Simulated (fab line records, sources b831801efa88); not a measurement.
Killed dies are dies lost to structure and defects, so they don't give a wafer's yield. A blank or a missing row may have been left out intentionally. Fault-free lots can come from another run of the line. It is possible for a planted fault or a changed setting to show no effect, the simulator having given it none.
Matching of chambers -- flow gf180mcu -- GF_PASSIVATION_ETCH_11 on rie-diel-03 has 4 sister chambers
The step etches the open film in CF4/O2, stops on TiN, target depth 1800 nm, time 400 s. 18 wafers are shown with their chamber, then 9 later ones without.

== WAFERS PAIRED WITH THEIR CHAMBERS ==
wafer,chamber,drypump-motor-current-A (A),throttle-valve-pct (%),oes-product-au (a.u.)
L074.2,2,5.9,5.964,0.966
L074.4,3,6.6,5.943,0.964
L074.6,0,5.6,5.956,0.965
L087.1,3,6.6,5.969,0.962
L087.4,2,5.9,5.953,0.981
L087.5,0,5.6,5.973,0.968
L088.2,3,6.6,5.946,0.963
L088.3,1,6.5,5.981,0.969
L088.5,3,6.5,5.965,0.960
L089.2,2,5.9,5.965,0.959
L089.5,1,6.5,5.973,0.968
L089.6,2,5.9,5.962,0.961
L091.2,1,6.5,5.970,0.965
L091.5,1,6.5,5.970,0.975
L091.6,2,5.9,5.967,0.962
L093.1,2,5.9,5.960,0.964
L093.4,1,6.5,5.961,0.953
L093.5,3,6.6,5.962,0.966

SIGNATURES (averages over the wafers above)
reading,chamber 0,chamber 1,chamber 2,chamber 3,scatter within a chamber
drypump-motor-current-A,5.600,6.500,5.900,6.580,0.0239
throttle-valve-pct,5.96450,5.97100,5.96183,5.95700,0.00855
oes-product-au,0.96650,0.96600,0.96550,0.96300,0.00658
Rule: for a wafer and a chamber, the distance is found by dividing, reading by reading, the gap between the wafer's reading and the chamber's mean by the reading's scatter, squaring, summing and taking the root. The wafer belongs to the nearest chamber; if the next one is less than 2 further off, it can't be placed. The scatter: the root of (the sum of the squares of (reading less its chamber's mean) over the shown wafers, divided by (wafers less chambers)).

== WAFERS WITHOUT THEIR CHAMBER ==
wafer,drypump-motor-current-A (A),throttle-valve-pct (%),oes-product-au (a.u.)
L094.1,6.5,5.950,0.955
L094.4,5.9,5.962,0.965
L094.6,6.5,5.966,0.967
L095.2,5.6,5.979,0.956
L095.4,5.9,5.967,0.969
L095.6,5.9,5.956,0.958
L096.2,5.9,5.973,0.953
L096.3,6.5,5.964,0.958
L096.4,6.5,5.978,0.965

== CHAMBER TAKEN BY EACH ==
wafer,from the rows above,in truth
L094.1,can't be placed: 1 or 3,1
L094.4,2,2
L094.6,1,1
L095.2,0,0
L095.4,2,2
L095.6,2,2
L096.2,2,2
L096.3,1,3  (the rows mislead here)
L096.4,1,1
Placed correctly: 7 of 9. From these rows, 1 cannot be placed; in 1 the true chamber is one of the candidates. 1 placed wrongly.
